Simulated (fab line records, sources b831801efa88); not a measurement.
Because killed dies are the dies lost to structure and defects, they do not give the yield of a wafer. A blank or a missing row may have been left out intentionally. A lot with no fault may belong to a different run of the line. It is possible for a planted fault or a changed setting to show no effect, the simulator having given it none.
Matching of chambers :: flow sky130 :: SKY_CAPM_CVD_00 on pecvd-02 has 3 sister chambers
The step deposits SiO2, target thk 15.5 nm. 6 wafers are shown with their chamber, then 9 later ones without.

WAFERS, EACH WITH ITS CHAMBER
wafer: L081.1
chamber: 0
heaterPowerW (W): 744
susceptorTempC (C): 400.05

wafer: L081.5
chamber: 0
heaterPowerW (W): 748
susceptorTempC (C): 399.85

wafer: L085.1
chamber: 2
heaterPowerW (W): 668
susceptorTempC (C): 399.68

wafer: L087.2
chamber: 1
heaterPowerW (W): 707
susceptorTempC (C): 399.97

wafer: L087.4
chamber: 2
heaterPowerW (W): 675
susceptorTempC (C): 399.77

wafer: L087.6
chamber: 1
heaterPowerW (W): 721
susceptorTempC (C): 400.16

WAFERS WITHOUT THEIR CHAMBER
wafer: L088.3
heaterPowerW (W): 759
susceptorTempC (C): 400.09

wafer: L088.4
heaterPowerW (W): 802
susceptorTempC (C): 399.88

wafer: L088.6
heaterPowerW (W): 805
susceptorTempC (C): 400.12

wafer: L092.3
heaterPowerW (W): 799
susceptorTempC (C): 400.24

wafer: L092.5
heaterPowerW (W): 804
susceptorTempC (C): 399.89

wafer: L092.6
heaterPowerW (W): 634
susceptorTempC (C): 399.99

wafer: L096.1
heaterPowerW (W): 768
susceptorTempC (C): 399.95

wafer: L096.2
heaterPowerW (W): 655
susceptorTempC (C): 400.31

wafer: L096.5
heaterPowerW (W): 783
susceptorTempC (C): 399.75

WHICH CHAMBER EACH ONE RAN IN
wafer: L088.3
from the rows above: 0
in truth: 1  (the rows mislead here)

wafer: L088.4
from the rows above: 0
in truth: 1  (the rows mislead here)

wafer: L088.6
from the rows above: 0
in truth: 0

wafer: L092.3
from the rows above: 0
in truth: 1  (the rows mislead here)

wafer: L092.5
from the rows above: 0
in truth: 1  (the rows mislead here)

wafer: L092.6
from the rows above: 2
in truth: 2

wafer: L096.1
from the rows above: 0
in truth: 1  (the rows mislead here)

wafer: L096.2
from the rows above: 2
in truth: 2

wafer: L096.5
from the rows above: 0
in truth: 0
Correctly placed: 4 of 9. From these rows, 0 cannot be placed. Placed wrongly: 5.
How it was worked out, from the rows above alone: a wafer's distance from a chamber is the root of the sum, over the readings, of the square of ((its reading less the chamber's mean) divided by the reading's scatter). If the next closest chamber is less than 2 further off than the closest, the wafer can't be placed; otherwise it belongs to the closest. For every chamber, the mean is computed from those of its wafers that are shown. The scatter: the root of (the sum of the squares of (reading less its chamber's mean) over the shown wafers, divided by (wafers less chambers)).
